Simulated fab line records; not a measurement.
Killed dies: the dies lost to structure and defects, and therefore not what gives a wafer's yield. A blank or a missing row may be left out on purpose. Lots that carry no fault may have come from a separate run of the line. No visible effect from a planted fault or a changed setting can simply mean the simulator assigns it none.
A struck lot beside a sound one :: flow sky130 :: 16 steps out of a route of 708
Sound: these wafers, L852.4, L852.5, L852.6. Wafers L864.3, L864.4, L864.5 were the ones struck. At the end, the cause is stated.
For every step that has rows: the tool of each side, followed by ch and its chambers, followed by its first start. Under that, the readings that differ: sound wafers :: struck wafers :: difference of the means :: sigmas: that difference in standard deviations of wafers without a fault.
alike: readings whose means differ by less than 2 such deviations, and words and numbers that are the same on both sides. not compared: withheld readings, readings that some wafer has no value for, bounds like >300 that may hide the same value, and numbers for which the record gives no deviation and whose values overlap.
The two part at a step that has a row with sigmas, a row that says differs or no value, or rows on one side only. Non-overlapping numbers with no deviation appear without sigmas and do not part them. A reading missing from all wafers of one side parts the sides only when that side holds two or more wafers.

SKY_NWELL_RS_MEAS_29: a four-point-probe measurement.
  struck on filmMetro-03, day 8 11:57; sound on filmMetro-03, day 5 05:17
  alike: NWELL_RS
SKY_NWELL_RS_MEAS_31: a four-point-probe measurement.
  struck on filmMetro-03, day 8 12:11; sound on filmMetro-03, day 5 05:32
  alike: PWDE_RS
then, 7 steps without rows for these wafers: SKY_VT_ADJUST_HVTP_DEHYDRATE_00 (time 60 s); SKY_VT_ADJUST_HVTP_HMDS_01 (prime time 60 s); SKY_VT_ADJUST_HVTP_COAT_02 (resist thk 1140 nm); SKY_VT_ADJUST_HVTP_SOFTBAKE_03 (time 60 s); SKY_VT_ADJUST_HVTP_EXPOSE_04 (exposes mask HVTPM, target cd 380 nm); SKY_VT_ADJUST_HVTP_PEB_05; SKY_VT_ADJUST_HVTP_DEVELOP_06 (develop time 60 s).
SKY_VT_ADJUST_HVTP_CD_MEAS_07 targets a cd of 380 nm.
  struck on cdSem-01, day 9 09:35; sound on cdSem-01, day 5 22:44
  alike: cdNm
SKY_VT_ADJUST_HVTP_OVL_MEAS_08:
  struck on overlay-02, day 9 09:41; sound on overlay-01, day 5 22:49
reading: VT_ADJUST_HVTP_OVL (nm)
sound: -2.5 -3.0 -1.6
struck: 3.2 0.8 2.5
difference: +4.5
sigmas: +3
SKY_VT_ADJUST_HVTP_IMPLANT_09:
  sound on implanter-03 ch 0, day 5 22:54; struck on implanter-03 ch 0, day 9 09:45
reading: doseIonsCm2
sound: 4.3e+12 4.299e+12 4.303e+12
struck: 3.875e+12 3.869e+12 3.864e+12
difference: -4.313e+11
sigmas: -96

reading: faradayCurrentUA
sound: 23.6 25.1 25.0
struck: 22.3 20.8 21.0
difference: -3.2
sigmas: -6
SKY_VT_ADJUST_HVTP_STRIP_10: strips in O2/N2.
  sound on plasmaAsher-02 ch 0,1, day 5 23:01; struck on plasmaAsher-02 ch 0,1, day 9 09:53
  alike: drypumpMotorCurrentA, oesProductAu, stripTimeToEndpointS
  not compared: rfHoursCounterH
SKY_VT_ADJUST_HVTP_TW_MEAS_11:
  struck on filmMetro-02, day 9 09:58; sound on filmMetro-02, day 5 23:07
reading: VT_ADJUST_HVTP_TW
sound: 1353 1355 1357
struck: 1326 1331 1327
difference: -27
sigmas: -3
then, 1 step without rows for these wafers: SKY_VT_ADJUST_LVTN_DEHYDRATE_00 (time 60 s).
-- here the record skips 39 days between the struck wafers' starts before and after, leaving off in module VT_ADJUST_LVTN and picking up in module PAD_OPEN (first step shown: number 708 of the route) --
SKY_PAD_OPEN_PROBE_99:
  struck on prober-01, day 48 19:40; sound on prober-02, day 45 11:15
reading: killedShort
sound: 32 28 32
struck: 37 47 44
difference: +12
sigmas: +2

reading: model.etest.tipP.rsOhmSq
sound: 6811 6854 6853
struck: 6649 6644 6583
difference: -214
sigmas: 

reading: model.etest.pfet_01v8.driveUaUm
sound: 196.2 197.8 197.3
struck: 203.9 207.2 207.2
difference: +9.0
sigmas: 

reading: model.etest.pfet_01v8_mvt.driveUaUm
sound: 153.3 157.7 156.2
struck: 164.9 165.7 164.5
difference: +9.3
sigmas: 

reading: model.etest.pfet_01v8_mvt.offLog10AUm
sound: -10.16 -10.16 -10.11
struck: -9.248 -9.451 -9.253
difference: +0.826
sigmas: 

reading: model.etest.pfet_01v8.offLog10AUm
sound: -9.304 -8.972 -9.257
struck: -8.723 -8.548 -8.582
difference: +0.560
sigmas: 

reading: model.etest.sramPfetLatch.offLog10AUm
sound: -12.68 -12.13 -12.61
struck: -12 -12.06 -11.83
difference: +1
sigmas: 

reading: model.etest.pfet_01v8_hvt.offLog10AUm
sound: -12.93 -12.85 -12.97
struck: -12.66 -12.54 -12.57
difference: +0.33
sigmas: 

reading: model.etest.pfet_01v8_mvt.vtSatV (V)
sound: -0.5248 -0.5221 -0.5268
struck: -0.4535 -0.4333 -0.4403
difference: +0.0822
sigmas: 
  alike: killed_at_M0_to_M3, killed_at_M4_up, killedAtContacts, killedAtFrontEnd, killedAtOther, killedDies, killedOpen

== WHERE THEY PART ==
Earliest at SKY_VT_ADJUST_HVTP_OVL_MEAS_08; latest, in this record, at SKY_PAD_OPEN_PROBE_99.

WHY: whatever the simulator had introduced
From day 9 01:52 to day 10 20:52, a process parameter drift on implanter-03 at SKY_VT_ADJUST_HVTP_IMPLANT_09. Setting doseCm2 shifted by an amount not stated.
